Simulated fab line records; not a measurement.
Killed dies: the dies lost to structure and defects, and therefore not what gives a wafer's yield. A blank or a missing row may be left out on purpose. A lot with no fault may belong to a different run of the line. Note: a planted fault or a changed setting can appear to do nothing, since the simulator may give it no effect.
fab line records -- flow sfqLine
record: lots: 7, wafers: 19, lastDay: 86
route steps=325 shown C5@243 M6@251
lots that met no fault: taken from a fault-free run of the same line
startH: hours from the record's first day to the start of the lot's first wafer shown -- waitH: how many hours have passed since the lot's step before this one -- " the same as in the row above -- L1.1+2: one row covering several wafers at once -- - no value, or no start given -- * or withheld: withheld -- < > ~ a bound
route shown NAME@n: a module of which the file shows steps, and the number in the route of the first -- usual: mean/standard deviation taken from wafers without a fault -- same: alike in all rows -- chamber/n: place in a boat -- sites: readings site by site -- _std_site: their standard deviation -- _edge_site: outer sites' mean less inner sites' -- radiusMm: how far each site lies from the wafer's centre -- mask NAME#n: copy n -- behind: the most recent tool/chamber to have shaped the wafer -- hold: why the lot was held/for how many hours/how that ended -- device: transistor that didn't switch, given as n, p or np -- end of line: the tests these same wafers got at the end of their route -- a step given without rows: its recipe and nothing more -- killed: dies that structure and defects cost at the first sort, which is not the same as the wafer's yield -- map: shows each die of a wafer: x if killed, . if not, _ if none is there
set.NAME: the run value of the setting; set.NAME@STEP: its run value at that earlier step -- model.NAME: the simulator's own value behind a step, which no gauge read
lots seen at some steps along the route; tables by step, rows by wafer
services: a tool's chamber out of use, with start hour (startH, from the record's first day; less than 0 if before it), hours out, and reason
== steps ==
step: SFQ_TRILAYER_C5_LITHO_EXPOSE_152
recipe: maskId: C5, na: 0.6, sourceShape: conventional, sigmaOuter: 0.65, targetCdNm: 500, doseMj: 21.3
step: SFQ_TRILAYER_C5_LITHO_PEB_154
recipe: pebTempC: 115, pebTimeS: 60, resist: KrF
step: SFQ_TRILAYER_C5_LITHO_DEVELOP_153
recipe: timeS: 60, resist: KrF
step: SFQ_C5_OVL_MEAS_937
usual: C5_OVL: -3/4.8
lot.wafer,tool,chamber,startH,waitH,C5_OVL[nm]
L670.1,overlay-02,-,1675.57,0.1,-1
L670.3,overlay-02,-,1675.57,0.1,1
L670.4,overlay-02,-,1675.57,0.1,-6
L671.1,overlay-02,-,1679.17,0.1,-4
L671.3,overlay-02,-,1679.17,0.1,-2
L671.4,overlay-02,-,1679.17,0.1,-3
L675.1,overlay-02,-,1693.31,0.1,-5
L675.2,overlay-02,-,1693.31,0.1,-2
L675.3,overlay-02,-,1693.31,0.1,0
L677.1,overlay-02,-,1698.11,0.1,-5
L677.4,overlay-02,-,1698.11,0.1,2
L677.5,overlay-02,-,1698.11,0.1,0
L682.2,overlay-02,-,1709.04,0.1,-9
L682.5,overlay-02,-,1709.04,0.1,0
L683.1,overlay-02,-,1711.43,0.1,-10
L683.2,overlay-02,-,1711.43,0.1,-7
L683.6,overlay-02,-,1711.43,0.1,-4
L685.5,overlay-01,-,1717.46,0.0,-2
L685.6,overlay-01,-,1717.46,0.0,-7
step: SFQ_TRILAYER_C5_BARC_OPEN_VIA_ETCH_210
recipe: maskMaterial: PR, chemistry: O2, targetDepthNm: 125, target: BARC, sourceW: 500, biasW: 80, pressureMtorr: 30, timeS: 41.7
usual: drypumpMotorCurrentA: 5.7/0.4, oesProductAu: 0.685/0.0045, rfFwdPowerW: 494.9/1.9
lot.wafer,tool,chamber,startH,waitH,drypumpMotorCurrentA,oesProductAu,rfFwdPowerW,rfHoursCounterH
L670.1,rieDiel-03,2,1675.60,0.0,5.9,0.689,490.6,3
L670.3,rieDiel-03,0,1675.60,0.0,5.3,0.691,496.2,1
L670.4,rieDiel-03,3,1675.60,0.0,5.6,0.689,496.2,15
L671.1,rieDiel-04,3,1679.20,0.0,5.6,0.688,497.8,18
L671.3,rieDiel-04,1,1679.20,0.0,5.3,0.680,494.7,17
L671.4,rieDiel-04,3,1679.20,0.0,5.6,0.684,494.3,-
L675.1,rieDiel-04,3,1693.34,0.0,5.6,0.680,496.7,18
L675.2,rieDiel-04,2,1693.34,0.0,5.6,0.692,494.4,20
L675.3,rieDiel-04,1,1693.34,0.0,5.3,0.685,496.9,17
L677.1,rieDiel-04,3,1698.14,0.0,5.6,0.691,495.5,18
L677.4,rieDiel-04,0,1698.14,0.0,5.9,0.687,495.2,1
L677.5,rieDiel-04,2,1698.14,0.0,5.5,0.679,496.0,-
L682.2,rieDiel-01,1,1709.07,0.0,5.4,0.679,498.7,19
L682.5,rieDiel-01,2,1709.07,0.0,5.9,0.685,494.7,-
L683.1,rieDiel-03,0,1711.47,0.0,5.3,0.681,496.8,2
L683.2,rieDiel-03,3,1711.47,0.0,5.6,0.689,496.0,16
L683.6,rieDiel-03,1,1711.47,0.0,6.5,0.685,496.0,-
L685.5,rieDiel-01,0,1717.49,0.0,5.6,0.692,494.1,-
L685.6,rieDiel-01,1,1717.49,0.0,5.4,0.686,496.0,-
step: SFQ_TRILAYER_C5_ETCH_VIA_ETCH_154
recipe: target: SiO2, maskMaterial: PR, chemistry: CHF3, targetDepthNm: 84, sourceW: 500, biasW: 80, pressureMtorr: 30, timeS: withheld, stopOn: Nb
usual: drypumpMotorCurrentA: 5.7/0.4, oesProductAu: 0.891/0.0084, rfFwdPowerW: 495.7/1.9
lot.wafer,tool,chamber,startH,waitH,drypumpMotorCurrentA,oesProductAu,rfFwdPowerW
L670.1,rieDiel-03,2,1675.64,0.0,5.9,0.880,493.8
L670.3,rieDiel-03,0,1675.64,0.0,5.3,0.881,494.5
L670.4,rieDiel-03,3,1675.64,0.0,5.6,0.889,495.6
L671.1,rieDiel-04,3,1679.24,0.0,5.6,0.904,497.6
L671.3,rieDiel-04,1,1679.24,0.0,5.3,0.888,495.1
L671.4,rieDiel-04,3,1679.24,0.0,5.6,0.896,498.3
L675.1,rieDiel-04,3,1693.38,0.0,5.6,0.882,496.6
L675.2,rieDiel-04,2,1693.38,0.0,5.5,0.882,498.0
L675.3,rieDiel-04,1,1693.38,0.0,5.3,0.892,495.7
L677.1,rieDiel-04,3,1698.18,0.0,5.6,0.885,496.7
L677.4,rieDiel-04,0,1698.18,0.0,5.9,0.902,496.6
L677.5,rieDiel-04,2,1698.18,0.0,5.6,0.899,495.3
L682.2,rieDiel-01,1,1709.11,0.0,5.4,0.886,498.1
L682.5,rieDiel-01,2,1709.11,0.0,5.9,0.894,496.8
L683.1,rieDiel-03,0,1711.51,0.0,5.3,0.887,493.4
L683.2,rieDiel-03,3,1711.51,0.0,5.6,0.890,495.6
L683.6,rieDiel-03,1,1711.51,0.0,6.5,0.892,497.7
L685.5,rieDiel-01,0,1717.53,0.0,5.6,0.897,494.9
L685.6,rieDiel-01,1,1717.53,0.0,5.4,0.882,497.8
step: SFQ_TRILAYER_C5_STRIP_STRIP_155
recipe: gas: O2, powerW: 200, platenTempC: 40, overashFraction: 0.65, chemistry: O2, pressureMtorr: 50
usual: drypumpMotorCurrentA: 5.8/0.34, oesProductAu: 0.998/0.01
lot.wafer,tool,chamber,startH,waitH,drypumpMotorCurrentA,oesProductAu,rfHoursCounterH
L670.1,rieMetal-02,1,1675.69,-,6.3,1.006,63
L670.3,rieMetal-02,0,1675.69,-,5.4,0.987,-
L670.4,rieMetal-02,1,1675.69,-,6.3,1.009,-
L671.1,rieMetal-01,1,1679.29,-,5.5,1.001,72
L671.3,rieMetal-01,1,1679.29,-,5.5,1.012,-
L671.4,rieMetal-01,0,1679.29,-,5.5,1.007,-
L675.1,rieMetal-02,0,1693.43,-,5.5,0.995,22
L675.2,rieMetal-02,1,1693.43,-,6.3,1.017,66
L675.3,rieMetal-02,0,1693.43,-,5.5,0.993,-
L677.1,rieMetal-04,0,1698.23,-,5.7,1.013,66
L677.4,rieMetal-04,1,1698.23,-,6.2,1.003,-
L677.5,rieMetal-04,0,1698.23,-,5.8,0.999,-
L682.2,rieMetal-01,0,1709.15,-,5.5,1.003,98
L682.5,rieMetal-01,0,1709.15,-,5.5,1.010,-
L683.1,rieMetal-01,0,1711.55,-,5.6,0.999,98
L683.2,rieMetal-01,1,1711.55,-,5.4,0.990,76
L683.6,rieMetal-01,1,1711.55,-,5.4,0.994,-
L685.5,rieMetal-02,0,1717.95,-,5.5,0.987,-
L685.6,rieMetal-02,1,1717.95,-,6.3,1.009,-
step: SFQ_TRILAYER_C5_STRIP_SOLV_CLEAN_156
recipe: chemistry: NMP, tempC: 70, timeS: 600
step: SFQ_TRILAYER_M6_DEP_PRE_CLEAN_158
recipe: gas: Ar, timeS: 22.5, biasV: 250
step: SFQ_TRILAYER_M6_DEP_SPUTTER_157
recipe: material: Nb, basePressurePa: 1.33e-06, chamberPressurePa: 0.1333, substrateTempC: 20, targetThkNm: 200, powerW: 2000, timeS: 133.3
usual: throttleValvePct: 30.2/1
lot.wafer,tool,chamber,startH,waitH,throttleValvePct
L670.1,pvdSputter-03,-,1676.51,0.0,28.9
L670.3,pvdSputter-03,-,1676.51,0.0,31.7
L670.4,pvdSputter-03,-,1676.51,0.0,31.0
L671.1,pvdSputter-06,-,1680.10,0.0,30.3
L671.3,pvdSputter-06,-,1680.10,0.0,29.1
L671.4,pvdSputter-06,-,1680.10,0.0,31.1
L675.1,pvdSputter-06,-,1694.23,0.0,30.3
L675.2,pvdSputter-06,-,1694.23,0.0,31.1
L675.3,pvdSputter-06,-,1694.23,0.0,29.0
L677.1,pvdSputter-06,-,1699.03,0.0,31.5
L677.4,pvdSputter-06,-,1699.03,0.0,28.8
L677.5,pvdSputter-06,-,1699.03,0.0,29.1
L682.2,pvdSputter-03,-,1709.96,0.0,29.9
L682.5,pvdSputter-03,-,1709.96,0.0,30.8
L683.1,pvdSputter-06,-,1712.36,0.0,28.8
L683.2,pvdSputter-06,-,1712.36,0.0,30.3
L683.6,pvdSputter-06,-,1712.36,0.0,30.2
L685.5,pvdSputter-06,-,1718.40,0.0,28.7
L685.6,pvdSputter-06,-,1718.40,0.0,28.6
step: SFQ_M6_RS_MEAS_938
recipe: thkMeasGauge: four-point-probe, reads: Nb_of_TRILAYER_M6_DEP_SPUTTER_157
usual: M6_NB_RS: 0.890/0.0093
lot.wafer,tool,chamber,startH,waitH,M6_NB_RS[ohm/sq]
L670.1,filmMetro-04,-,1676.60,0.0,0.884
L670.3,filmMetro-04,-,1676.60,0.0,0.883
L670.4,filmMetro-04,-,1676.60,0.0,0.893
L671.1,filmMetro-02,-,1680.19,0.0,0.913
L671.3,filmMetro-02,-,1680.19,0.0,0.906
L671.4,filmMetro-02,-,1680.19,0.0,0.887
L675.1,filmMetro-02,-,1694.32,0.0,0.914
L675.2,filmMetro-02,-,1694.32,0.0,0.891
L675.3,filmMetro-02,-,1694.32,0.0,0.901
L677.1,filmMetro-02,-,1699.12,0.0,0.885
L677.4,filmMetro-02,-,1699.12,0.0,0.892
L677.5,filmMetro-02,-,1699.12,0.0,0.894
L682.2,filmMetro-03,-,1710.07,0.1,0.904
L682.5,filmMetro-03,-,1710.07,0.1,0.905
L683.1,filmMetro-04,-,1712.45,0.0,0.896
L683.2,filmMetro-04,-,1712.45,0.0,0.901
L683.6,filmMetro-04,-,1712.45,0.0,0.905
L685.5,filmMetro-04,-,1718.53,0.1,0.887
L685.6,filmMetro-04,-,1718.53,0.1,0.886
step: SFQ_TRILAYER_M6_LITHO_COAT_164
recipe: resist: BARC, spinRpm: 3000, resistThkNm: 62
usual: exhaustPa: 45.0/0.93
lot.wafer,tool,chamber,startH,waitH,exhaustPa,model.BARC_of_TRILAYER_M6_LITHO_COAT_164.thkNm
L670.1,lithoTrack-02,0,1676.78,0.1,45.1,62.06
L670.3,lithoTrack-02,0,1676.78,0.1,45.1,62.23
L670.4,lithoTrack-02,0,1676.78,0.1,46.2,62.26
L671.1,lithoTrack-02,0,1680.37,0.1,45.9,61.99
L671.3,lithoTrack-02,0,1680.37,0.1,43.6,62.03
L671.4,lithoTrack-02,0,1680.37,0.1,43.6,62.2
L675.1,lithoTrack-03,0,1694.50,0.1,43.2,62.29
L675.2,lithoTrack-03,0,1694.50,0.1,44.0,62.16
L675.3,lithoTrack-03,0,1694.50,0.1,43.7,62.26
L677.1,lithoTrack-02,0,1699.30,0.1,44.2,62.02
L677.4,lithoTrack-02,0,1699.30,0.1,42.0,61.97
L677.5,lithoTrack-02,0,1699.30,0.1,45.1,61.96
L682.2,lithoTrack-03,0,1710.28,0.1,44.0,65.99
L682.5,lithoTrack-03,0,1710.28,0.1,44.9,66.04
L683.1,lithoTrack-03,0,1712.63,0.1,44.5,62.1
L683.2,lithoTrack-03,0,1712.63,0.1,45.5,66.19
L683.6,lithoTrack-03,0,1712.63,0.1,44.3,62
L685.5,lithoTrack-03,0,1718.83,0.2,46.0,66.41
L685.6,lithoTrack-03,0,1718.83,0.2,45.0,62.36
step: SFQ_TRILAYER_M6_LITHO_COAT_159
recipe: resist: KrF, spinRpm: 3000, resistThkNm: 600
step: SFQ_TRILAYER_M6_LITHO_SOFTBAKE_163
recipe: tempC: withheld, timeS: withheld, resist: KrF
step: SFQ_TRILAYER_M6_LITHO_EXPOSE_160
recipe: maskId: M6, na: 0.6, sourceShape: conventional, sigmaOuter: 0.65, targetCdNm: 500, doseMj: 14.4
step: SFQ_TRILAYER_M6_LITHO_PEB_162
recipe: pebTempC: 115, pebTimeS: 60, resist: KrF
step: SFQ_TRILAYER_M6_LITHO_DEVELOP_161
recipe: timeS: 60, resist: KrF
step: SFQ_M6_OVL_MEAS_940
usual: M6_OVL: -5/5
lot.wafer,tool,chamber,startH,waitH,M6_OVL[nm]
L670.1,overlay-01,-,1680.11,0.1,-10
L670.3,overlay-01,-,1680.11,0.1,-10
L670.4,overlay-01,-,1680.11,0.1,-12
L671.1,overlay-01,-,1788.94,0.1,-10
L671.3,overlay-01,-,1788.94,0.1,-4
L671.4,overlay-01,-,1788.94,0.1,-11
L675.1,overlay-01,-,1802.14,0.1,-11
L675.2,overlay-01,-,1802.14,0.1,-5
L675.3,overlay-01,-,1802.14,0.1,-1
L677.1,overlay-01,-,1805.74,0.1,-4
L677.4,overlay-01,-,1805.74,0.1,-3
L677.5,overlay-01,-,1805.74,0.1,-10
L682.2,overlay-01,-,1816.54,0.1,-3
L682.5,overlay-01,-,1816.54,0.1,-8
L683.1,overlay-01,-,1817.74,0.1,-11
L683.2,overlay-01,-,1817.74,0.1,-9
L683.6,overlay-01,-,1817.74,0.1,-3
L685.5,overlay-02,-,1826.16,0.0,-9
L685.6,overlay-02,-,1826.16,0.0,-9
step: SFQ_TRILAYER_M6_BARC_OPEN_METAL_ETCH_206
recipe: maskMaterial: PR, chemistry: O2, targetDepthNm: 125, target: BARC, icpW: 600, biasW: 80, pressureMtorr: 10, timeS: 41.7
usual: drypumpMotorCurrentA: 5.76/0.3, oesProductAu: 0.685/0.005, rfFwdPowerW: 593.7/1.9
lot.wafer,tool,chamber,startH,waitH,drypumpMotorCurrentA,oesProductAu,rfFwdPowerW,rfHoursCounterH,model.etch.depthNm
L670.1,rieMetal-02,0,1680.14,0.0,5.49,0.688,594.2,20,62.06
L670.3,rieMetal-02,1,1680.14,0.0,6.31,0.676,593.6,-,62.23
L670.4,rieMetal-02,0,1680.14,0.0,5.47,0.694,593.3,-,62.26
L671.1,rieMetal-01,0,1788.97,0.0,5.51,0.683,591.2,111,61.99
L671.3,rieMetal-01,1,1788.97,0.0,5.45,0.684,595.2,-,62.03
L671.4,rieMetal-01,0,1788.97,0.0,5.52,0.681,593.5,-,62.2
L675.1,rieMetal-02,0,1802.17,0.0,5.48,0.689,591.0,39,62.29
L675.2,rieMetal-02,1,1802.17,0.0,6.33,0.686,598.0,83,62.16
L675.3,rieMetal-02,0,1802.17,0.0,5.46,0.686,592.5,-,62.26
L677.1,rieMetal-01,1,1805.77,0.0,5.43,0.687,594.6,93,62.02
L677.4,rieMetal-01,0,1805.77,0.0,5.51,0.691,591.7,-,61.97
L677.5,rieMetal-01,1,1805.77,0.0,5.42,0.684,594.9,-,61.96
L682.2,rieMetal-02,0,1816.57,0.0,5.49,0.708,594.0,43,65.99
L682.5,rieMetal-02,0,1816.57,0.0,5.50,0.716,592.9,-,66.04
L683.1,rieMetal-03,1,1817.77,0.0,5.73,0.688,591.6,61,62.1
L683.2,rieMetal-03,0,1817.77,0.0,5.87,0.706,591.2,96,66.19
L683.6,rieMetal-03,1,1817.77,0.0,5.73,0.695,589.2,-,62
L685.5,rieMetal-01,0,1826.21,0.0,5.51,0.706,591.3,-,66.41
L685.6,rieMetal-01,1,1826.21,0.0,5.42,0.684,594.3,-,62.36
step: SFQ_TRILAYER_M6_ETCH_METAL_ETCH_162
recipe: target: Nb, stopOn: SiO2, maskMaterial: PR, chemistry: Cl2/Ar, targetDepthNm: 240, icpW: 600, biasW: 80, pressureMtorr: 10, timeS: 120
usual: drypumpMotorCurrentA: 5.76/0.29, oesProductAu: 0.894/0.0066, rfFwdPowerW: 596.8/1.8
lot.wafer,tool,chamber,startH,waitH,drypumpMotorCurrentA,oesProductAu,rfFwdPowerW,rfHoursCounterH
L670.1,rieMetal-02,0,1680.20,0.0,5.46,0.897,593.2,20
L670.3,rieMetal-02,1,1680.20,0.0,6.31,0.895,594.8,-
L670.4,rieMetal-02,0,1680.20,0.0,5.46,0.886,598.4,-
L671.1,rieMetal-01,0,1789.03,0.0,5.53,0.891,596.5,111
L671.3,rieMetal-01,1,1789.03,0.0,5.44,0.889,595.9,-
L671.4,rieMetal-01,0,1789.03,0.0,5.51,0.895,597.8,-
L675.1,rieMetal-02,0,1802.23,0.0,5.47,0.875,595.7,39
L675.2,rieMetal-02,1,1802.23,0.0,6.30,0.889,599.6,83
L675.3,rieMetal-02,0,1802.23,0.0,5.48,0.887,592.7,-
L677.1,rieMetal-01,1,1805.83,0.0,5.45,0.898,598.6,93
L677.4,rieMetal-01,0,1805.83,0.0,5.53,0.895,596.1,-
L677.5,rieMetal-01,1,1805.83,0.0,5.46,0.887,595.4,-
L682.2,rieMetal-02,0,1816.63,0.0,5.49,0.891,594.8,43
L682.5,rieMetal-02,0,1816.63,0.0,5.48,0.888,598.3,-
L683.1,rieMetal-03,1,1817.83,0.0,5.75,0.891,594.7,61
L683.2,rieMetal-03,0,1817.83,0.0,5.89,0.890,596.8,96
L683.6,rieMetal-03,1,1817.83,0.0,5.75,0.885,597.5,-
L685.5,rieMetal-01,0,1826.32,0.1,5.51,0.892,595.5,-
L685.6,rieMetal-01,1,1826.32,0.1,5.43,0.894,601.0,-
== services ==
tool,chamber,startH,hours,kind
rieDiel-03,0,1653.88,12.3,repair
rieDiel-01,-,1658.96,14.6,pm
rieDiel-04,-,1662.43,0.2,repair
rieDiel-04,2,1662.93,8.9,repair
rieDiel-03,-,1667.66,2.8,pm
rieMetal-03,-,1668.01,2.4,repair
rieMetal-03,-,1672.82,28.1,pm
rieMetal-04,-,1676.10,3.3,repair
rieDiel-04,2,1676.50,4.3,repair
rieDiel-01,0,1677.31,4.0,repair
pvdSputter-06,-,1685.56,5.7,repair
rieDiel-03,-,1700.91,0.5,repair
rieDiel-04,2,1703.61,2.6,repair
rieMetal-03,-,1716.63,1.1,repair
rieDiel-04,2,1718.09,9.8,repair
rieDiel-04,2,1728.13,-,clean
rieDiel-03,0,1741.27,2.7,repair
rieMetal-04,-,1747.19,0.8,repair
pvdSputter-06,-,1756.33,2.6,repair
rieMetal-04,1,1758.98,3.3,repair
rieDiel-04,2,1770.39,7.6,repair
pvdSputter-06,-,1803.17,2.3,repair
rieMetal-04,-,1804.38,14.6,pm
rieDiel-03,-,1824.55,0.2,repair
== key ==
firstSign: step: SFQ_TRILAYER_M6_BARC_OPEN_METAL_ETCH_206, reading: oesProductAu, direction: up, sigmas: 4.8, usual: 0.685, struck: 0.709
effect none on later readings
modelEffect: step: SFQ_TRILAYER_M6_LITHO_COAT_164, value: BARC_of_TRILAYER_M6_LITHO_COAT_164.thkNm, without: 61.97, struck: 66.16
modelEffect: step: SFQ_TRILAYER_M6_BARC_OPEN_METAL_ETCH_206, value: etch.depthNm, without: 61.97, struck: 66.16
metAt SFQ_TRILAYER_M6_LITHO_COAT_164
struckWafers L682.2,L682.5,L683.2,L685.5
onsetBetween 1694.50 1710.28
fault: kind: processParameterDrift, tool: lithoTrack-03, chamber: -, onsetH: 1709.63, steps: SFQ_TRILAYER_M6_LITHO_COAT_164, channel: resistThkNm, offset: 4.1861, shape: step, endH: 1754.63, scope: struckWafersOnly, actsIn: theseRecipesOnly, stated: 62
